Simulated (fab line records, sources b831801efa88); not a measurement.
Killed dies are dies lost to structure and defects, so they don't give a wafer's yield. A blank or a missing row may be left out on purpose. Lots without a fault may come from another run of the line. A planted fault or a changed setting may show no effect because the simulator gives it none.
fab line records | flow sky130
record lots=11 wafers=33 last_day=50
route steps=708 shown CAP2M@617 METAL4@630 VIA4@658 PASSIVATION@681 PAD_OPEN@708
lots that met no fault: from a run of the same line without faults
start_h: hours from the record's first day to the start of the lot's first wafer shown | wait_h: hours since the lot's step before | " the same as in the row above | L1.1+2: a row that stands for several wafers | - no value, or no start given | * or withheld: withheld | < > ~ a bound
route shown NAME@n: a module of which the file shows steps, and the number in the route of the first | usual: mean/standard deviation of fault-free wafers | same: alike in all rows | chamber/n: place in a boat | sites: the reading at each site | _std_site: their standard deviation | _edge_site: outer sites' mean less inner sites' | radius_mm: how far each site lies from the wafer's centre | mask NAME#n: copy n | behind: the tool/chamber that last shaped the wafer | hold: why the lot was held/for how many hours/how that ended | device: the transistor (n, p or np) that didn't switch | end of line: the same wafers' tests at the end of the route | a step without rows: its recipe alone | killed: dies lost to structure and defects at the first sort, not the wafer's yield | map: a wafer's dies, x killed, . not, _ none there
set.NAME: the setting as run; set.NAME@STEP: as run at that earlier step | model.NAME: the simulator's own value behind a step, which no gauge read
steps of the route over a sample of lots; a table a step, a row a wafer
services: from which hour (start_h, from the record's first day; less than 0 if before it) a tool's chamber was out of use, for how many hours, and why
## steps
# step SKY_CAP2M_STRIP_14
# recipe chemistry=O2/N2 power_w=1400 pressure_mtorr=1500 platen_temp_c=withheld o2_flow_sccm=3000 n2_flow_sccm=300 overash_fraction=0.5
# usual drypump_motor_current_A=5.8/0.51 oes_product_au=0.710/0.0046 strip_time_to_endpoint_s=12.65/0.053
# columns lot.wafer tool chamber start_h wait_h drypump_motor_current_A oes_product_au rf_hours_counter_h strip_time_to_endpoint_s
L471.1 plasma_asher-04 1 954.08 0.1 6.4 0.711 21 12.66
L471.3 " 0 " " 5.3 0.713 - 12.65
L471.6 " 1 " " 6.4 0.711 - 12.67
L472.1 plasma_asher-04 0 955.83 0.1 5.3 0.704 21 12.59
L472.3 " 1 " " 6.4 0.717 - 12.61
L472.6 " 0 " " 5.3 0.706 - 12.51
L473.1 plasma_asher-02 0 972.19 0.1 5.3 0.712 118 12.59
L473.3 " 0 " " 5.3 0.721 - 12.64
L473.4 " 1 " " 6.3 0.708 - 12.61
L474.1 plasma_asher-04 0 982.04 0.1 5.3 0.715 24 12.58
L474.2 " 1 " " 6.4 0.700 24 12.56
L474.5 " 1 " " 6.4 0.707 - 12.62
L476.3 plasma_asher-02 0 995.82 0.1 5.3 0.708 - 12.68
L476.4 " 1 " " 6.3 0.712 - 12.66
L476.5 " 1 " " 6.3 0.704 - 12.63
L478.1 plasma_asher-01 0 1016.58 0.1 5.3 0.702 58 12.66
L478.2 " 1 " " 6.1 0.708 58 12.68
L478.6 " 0 " " 5.3 0.710 - 12.68
L480.3 plasma_asher-02 0 1024.67 0.1 5.3 0.703 - 12.59
L480.4 " 1 " " 6.3 0.708 - 12.59
L480.5 " 1 " " 6.3 0.713 - 12.62
L484.1 plasma_asher-04 0 1048.16 0.1 5.3 0.717 31 12.56
L484.3 " 0 " " 5.3 0.712 - 12.60
L484.6 " 0 " " 5.3 0.714 - 12.57
L485.1 plasma_asher-04 1 1062.58 0.1 6.4 0.713 33 12.59
L485.3 " 0 " " 5.3 0.701 - 12.63
L485.4 " 1 " " 6.4 0.711 - 12.62
L488.3 plasma_asher-01 1 1070.58 0.1 6.1 0.708 - 12.65
L488.5 " 0 " " 5.4 0.713 - 12.64
L488.6 " 1 " " 6.1 0.709 - 12.68
L493.1 plasma_asher-02 0 1104.36 0.1 5.3 0.714 4 12.76
L493.5 " 1 " " 6.4 0.709 - 12.72
L493.6 " 0 " " 5.3 0.707 - 12.77
# step SKY_METAL4_OVL_MEAS_14
# usual METAL4_OVL=-3/5.2
# columns lot.wafer tool chamber start_h wait_h METAL4_OVL[nm]
L471.1 overlay-02 - 978.12 0.1 -3
L471.3 " - " " -3
L471.6 " - " " -10
L472.1 overlay-01 - 980.42 0.1 -9
L472.3 " - " " 0
L472.6 " - " " 0
L473.1 overlay-01 - 996.29 0.1 -3
L473.3 " - " " 4
L473.4 " - " " -1
L474.1 overlay-02 - 1006.71 0.1 10
L474.2 " - " " -3
L474.5 " - " " 1
L476.3 overlay-01 - 1019.60 0.1 6
L476.4 " - " " -3
L476.5 " - " " 0
L478.1 overlay-01 - 1039.81 0.1 -8
L478.2 " - " " 2
L478.6 " - " " 0
L480.3 overlay-01 - 1046.47 0.1 2
L480.4 " - " " -10
L480.5 " - " " 3
L484.1 overlay-02 - 1070.21 0.1 -14
L484.3 " - " " -15
L484.6 " - " " -3
L485.1 overlay-01 - 1083.82 0.1 -6
L485.3 " - " " -5
L485.4 " - " " -3
L488.3 overlay-02 - 1092.72 0.1 1
L488.5 " - " " -3
L488.6 " - " " -2
L493.1 overlay-01 - 1124.89 0.1 -8
L493.5 " - " " -12
L493.6 " - " " -3
# step SKY_VIA4_RS_MEAS_19
# recipe thk_meas_gauge=four-point-probe reads=W_of_VIA4_CVD_18+TiN_of_VIA4_SPUTTER_17
# usual VIA4_W_RS=0.2274/0.0025
# columns lot.wafer tool chamber start_h wait_h VIA4_W_RS[ohm/sq]
L471.1 film_metro-04 - 1003.69 0.1 0.2299
L471.3 " - " " 0.2262
L471.6 " - " " 0.2292
L472.1 film_metro-02 - 1006.23 0.1 0.2290
L472.3 " - " " 0.2316
L472.6 " - " " 0.2309
L473.1 film_metro-03 - 1021.82 0.1 0.2296
L473.3 " - " " 0.2293
L473.4 " - " " 0.2306
L474.1 film_metro-02 - 1031.44 0.1 0.2282
L474.2 " - " " 0.2295
L474.5 " - " " 0.2252
L476.3 film_metro-04 - 1043.88 0.1 0.2277
L476.4 " - " " 0.2319
L476.5 " - " " 0.2323
L478.1 film_metro-03 - 1063.77 0.1 0.2306
L478.2 " - " " 0.2244
L478.6 " - " " 0.2293
L480.3 film_metro-03 - 1070.25 0.1 0.2268
L480.4 " - " " 0.2316
L480.5 " - " " 0.2246
L484.1 film_metro-04 - 1093.15 0.1 0.2308
L484.3 " - " " 0.2222
L484.6 " - " " 0.2271
L485.1 film_metro-04 - 1106.61 0.1 0.2248
L485.3 " - " " 0.2274
L485.4 " - " " 0.2266
L488.3 film_metro-04 - 1115.74 0.1 0.2273
L488.5 " - " " 0.2270
L488.6 " - " " 0.2245
L493.1 film_metro-04 - 1146.61 0.1 0.2286
L493.5 " - " " 0.2300
L493.6 " - " " 0.2307
# step SKY_PASSIVATION_CVD_00
# recipe material=SiO2 target_thk_nm=90 temp_c=400 time_s=withheld rf_w=600
# usual heater_power_w=664/110
# columns lot.wafer tool chamber start_h wait_h heater_power_w
L471.1 pecvd-03 1 1027.80 0.0 658
L471.3 " 2 " " 728
L471.6 " 1 " " 663
L472.1 pecvd-02 2 1030.33 0.0 637
L472.3 " 0 " " 690
L472.6 " 0 " " 674
L473.1 pecvd-03 2 1045.47 0.0 753
L473.3 " 1 " " 732
L473.4 " 2 " " 807
L474.1 pecvd-01 0 1055.62 0.0 693
L474.2 " 1 " " 488
L474.5 " 2 " " 555
L476.3 pecvd-01 1 1067.57 0.0 470
L476.4 " 1 " " 467
L476.5 " 0 " " 771
L478.1 pecvd-02 2 1086.10 0.0 585
L478.2 " 1 " " 871
L478.6 " 1 " " 853
L480.3 pecvd-01 1 1092.84 0.0 397
L480.4 " 0 " " 656
L480.5 " 1 " " 396
L484.1 pecvd-01 1 1115.26 0.0 459
L484.3 " 0 " " 625
L484.6 " 2 " " 639
L485.1 pecvd-03 1 1128.31 0.0 727
L485.3 " 0 " " 626
L485.4 " 1 " " 724
L488.3 pecvd-03 2 1136.70 0.0 778
L488.5 " 2 " " 778
L488.6 " 0 " " 679
L493.1 pecvd-02 2 1166.45 0.0 677
L493.5 " 0 " " 650
L493.6 " 1 " " 834
# step SKY_PASSIVATION_THK_MEAS_01
# recipe reads=SiO2_of_PASSIVATION_CVD_00
# usual PASSIVATION_CVD_00_THK=90.2/1.1
# columns lot.wafer tool chamber start_h wait_h PASSIVATION_CVD_00_THK[nm]
L471.1 film_metro-01 - 1027.82 - 88.6
L471.3 " - " " 90.8
L471.6 " - " " 91.6
L472.1 film_metro-02 - 1030.35 - 89.4
L472.3 " - " " 90.6
L472.6 " - " " 90.2
L473.1 film_metro-04 - 1045.49 - 89.7
L473.3 " - " " 88.8
L473.4 " - " " 91.0
L474.1 film_metro-01 - 1055.64 - 88.7
L474.2 " - " " 90.1
L474.5 " - " " 91.0
L476.3 film_metro-04 - 1067.61 - 90.4
L476.4 " - " " 91.4
L476.5 " - " " 89.9
L478.1 film_metro-04 - 1086.12 - 89.7
L478.2 " - " " 89.3
L478.6 " - " " 89.6
L480.3 film_metro-01 - 1092.88 - 148.4
L480.4 " - " " 149.9
L480.5 " - " " 151.2
L484.1 film_metro-04 - 1115.28 - 149.0
L484.3 " - " " 148.0
L484.6 " - " " 150.6
L485.1 film_metro-02 - 1128.33 - 90.5
L485.3 " - " " 90.6
L485.4 " - " " 92.2
L488.3 film_metro-02 - 1136.74 - 88.8
L488.5 " - " " 91.5
L488.6 " - " " 91.5
L493.1 film_metro-04 - 1166.47 - 89.7
L493.5 " - " " 90.9
L493.6 " - " " 91.0
# step SKY_PAD_OPEN_PROBE_99
# usual defect_limited_yield=82.4/1.9 killed_at_M0_to_M3=43/7.1 killed_at_M4_up=3.2/1.7 killed_at_contacts=24/5.6 killed_at_front_end=16/5 killed_at_other=0.4/0.68 killed_dies=86/9.3 killed_open=47/7.1 killed_short=39/5.7 sort_bin_3_pad_short=0.9/0.38 sort_bin_5_function=10.4/1.5 sort_bin_6_memory=6.3/1.3 sort_n_pass=406/9.3 sort_yield_pct=82.4/1.9
# same gross_dies=492 killed_at_back_side=0 sort_bin_4_leakage[%]=0 sort_bin_8_speed[%]=0
# columns lot.wafer tool chamber start_h wait_h defect_limited_yield[%] killed_at_M0_to_M3 killed_at_M4_up killed_at_contacts killed_at_front_end killed_at_other killed_dies killed_open killed_short sort_bin_3_pad_short[%] sort_bin_5_function[%] sort_bin_6_memory[%] sort_n_pass sort_yield_pct[%]
L480.3 prober-02 - 1135.30 0.2 83.9 41 2 26 10 0 79 41 38 0.8 11.0 4.3 413 83.9
L480.4 prober-02 - 1135.35 0.2 81.7 58 2 15 14 1 90 56 33 0.6 11.0 6.7 402 81.7
L480.5 prober-02 - 1135.40 0.2 83.9 43 3 24 9 0 79 50 29 0.6 11.2 4.3 413 83.9
L488.3 prober-02 - 1174.69 0.2 83.5 37 3 22 16 3 81 39 40 0.6 10.4 5.5 411 83.5
L488.5 prober-02 - 1174.79 0.2 79.5 52 3 31 14 1 101 51 49 1.8 10.0 8.7 391 79.5
L488.6 prober-02 - 1174.84 0.2 83.1 43 2 21 17 0 83 41 42 1.2 10.6 5.1 409 83.1
# killed by level:class
L480.3 VIA1:geometric_particle:open=9 VIA2:geometric_particle:open=8 CONTACT:geometric_particle:open=7 LI_CONTACT:geometric_particle:open=7 LOCAL_INTERCONNECT:geometric_particle:short=6 METAL1:geometric_particle:short=5 VIA1:geometric_particle:short=5 LI_CONTACT:geometric_particle:short=4
L480.4 VIA2:geometric_particle:open=12 VIA1:geometric_particle:open=9 VIA3:geometric_particle:open=8 CONTACT:geometric_particle:open=7 FIELD_ISO:geometric_particle:open=6 VIA2:geometric_particle:short=6 METAL1:geometric_particle:short=4 VIA1:geometric_particle:short=4
L480.5 CONTACT:geometric_particle:open=11 VIA2:geometric_particle:open=9 VIA1:geometric_particle:open=6 VIA3:geometric_particle:open=6 METAL2:geometric_particle:short=5 FIELD_ISO:geometric_particle:open=4 LI_CONTACT:geometric_particle:open=4 METAL1:geometric_particle:short=4
L488.3 VIA1:geometric_particle:open=8 METAL2:geometric_particle:short=8 CONTACT:geometric_particle:short=7 CONTACT:geometric_particle:open=7 FIELD_ISO:geometric_particle:open=6 VIA1:geometric_particle:short=5 LI_CONTACT:geometric_particle:open=5 VIA3:geometric_particle:open=5
L488.5 VIA1:geometric_particle:open=13 CONTACT:geometric_particle:open=10 METAL2:geometric_particle:short=9 CONTACT:geometric_particle:short=7 LI_CONTACT:geometric_particle:short=6 METAL1:geometric_particle:short=6 VIA3:geometric_particle:open=6 VIA2:geometric_particle:open=6
L488.6 VIA1:geometric_particle:open=8 FIELD_ISO:geometric_particle:open=7 LOCAL_INTERCONNECT:geometric_particle:short=6 VIA1:geometric_particle:short=6 VIA2:geometric_particle:open=6 METAL1:geometric_particle:short=5 CONTACT:geometric_particle:open=5 POLY_GATE:geometric_particle:short=4
## services
# columns tool chamber start_h hours kind
plasma_asher-01 - 938.11 1.0 repair
pecvd-01 - 970.15 0.9 repair
pecvd-02 - 977.42 2.8 pm
pecvd-03 1 977.64 2.1 scheduled_down
pecvd-02 2 988.43 2.1 scheduled_down
pecvd-02 1 999.38 - clean
pecvd-02 1 999.38 - consumable_replace:showerhead
plasma_asher-01 - 1000.97 6.9 repair
pecvd-03 1 1020.89 5.5 scheduled_down
plasma_asher-01 - 1040.49 10.1 repair
plasma_asher-02 - 1055.25 9.0 pm
plasma_asher-02 0 1055.25 9.0 vent_cycle
plasma_asher-02 1 1055.25 9.0 vent_cycle
pecvd-01 - 1064.18 0.5 repair
plasma_asher-02 0 1064.25 - clean
plasma_asher-02 1 1064.25 - clean
pecvd-01 - 1098.40 0.8 repair
plasma_asher-01 - 1101.83 3.0 repair
plasma_asher-01 - 1113.24 2.8 pm
pecvd-03 1 1121.40 1.8 repair
pecvd-02 0 1129.86 3.1 repair
pecvd-02 0 1134.18 3.9 repair
pecvd-03 1 1156.23 5.5 scheduled_down
pecvd-02 - 1164.84 0.7 repair
## key
first_sign step=SKY_PASSIVATION_THK_MEAS_01 reading=PASSIVATION_CVD_00_THK direction=up sigmas=53 usual=90.2 struck=149.5
effect none on later readings
met_at SKY_PASSIVATION_CVD_00
struck_lots L480,L484
not_acting_at SKY_CAP2M_STRIP_14,SKY_METAL4_OVL_MEAS_14,SKY_VIA4_RS_MEAS_19
onset_between 1067.57 1092.84
fault kind=process_parameter_drift tool=pecvd-01 chamber=- onset_h=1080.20 steps=SKY_PASSIVATION_CVD_00 channel=target_thk_nm offset=59.854 shape=step end_h=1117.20 acts_in=these_recipes_only stated=90
